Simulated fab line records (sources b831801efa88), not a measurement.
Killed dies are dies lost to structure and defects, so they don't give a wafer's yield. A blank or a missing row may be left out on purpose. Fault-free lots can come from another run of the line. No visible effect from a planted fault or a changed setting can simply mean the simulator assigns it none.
What tool caused it? | flow gf180mcu | 36 wafers sampled from 12 lots at 1 step of a route of 602

## WHAT THE GAUGES SHOWED, per wafer
GF_V3_OVL_MEAS_15.
lot  | measured     | on         | V3_OVL (nm)
L075 | day 23 02:09 | overlay-02 | 8 13 2
L077 | day 23 17:09 | overlay-01 | 11 3 3
L079 | day 24 04:12 | overlay-02 | 1 -6 -1
L081 | day 25 05:23 | overlay-01 | 7 3 5
L083 | day 25 14:28 | overlay-02 | 4 7 5
L085 | day 26 07:12 | overlay-01 | 2 3 3
L087 | day 26 23:11 | overlay-01 | 4 -3 7
L089 | day 27 14:37 | overlay-01 | 10 7 5
L091 | day 28 02:55 | overlay-02 | 13 9 13
L093 | day 28 14:29 | overlay-02 | 8 5 1
L095 | day 29 06:12 | overlay-01 | -1 1 -4
L097 | day 29 16:45 | overlay-01 | 6 3 2

## TOOL THAT RAN EACH LOT (tool first, then ch and the chambers of the sampled wafers, then the start)
Before these readings, the record contains no process step.

## THE ANSWER, worked out from the rows above alone
Rule: the usual values come from the lots themselves. Put in order of their means at a reading, lots are off if they are a third of the lots or fewer, leave a main group of 4 or more, and stand apart from it by a gap of 3 or more times the standard deviation of the main group's means; of several such gaps the widest counts. If all means in a main group match to the digits the tables above print for the reading, that group is not used. A lot without any number at a reading at which 4 lots or more have one is off too. Where the step has rows for the other lots, those lots are counted as sound.
No lot is off on any of the readings shown, so nothing can be concluded from this.

## WHAT THE SIMULATOR HAD INSERTED
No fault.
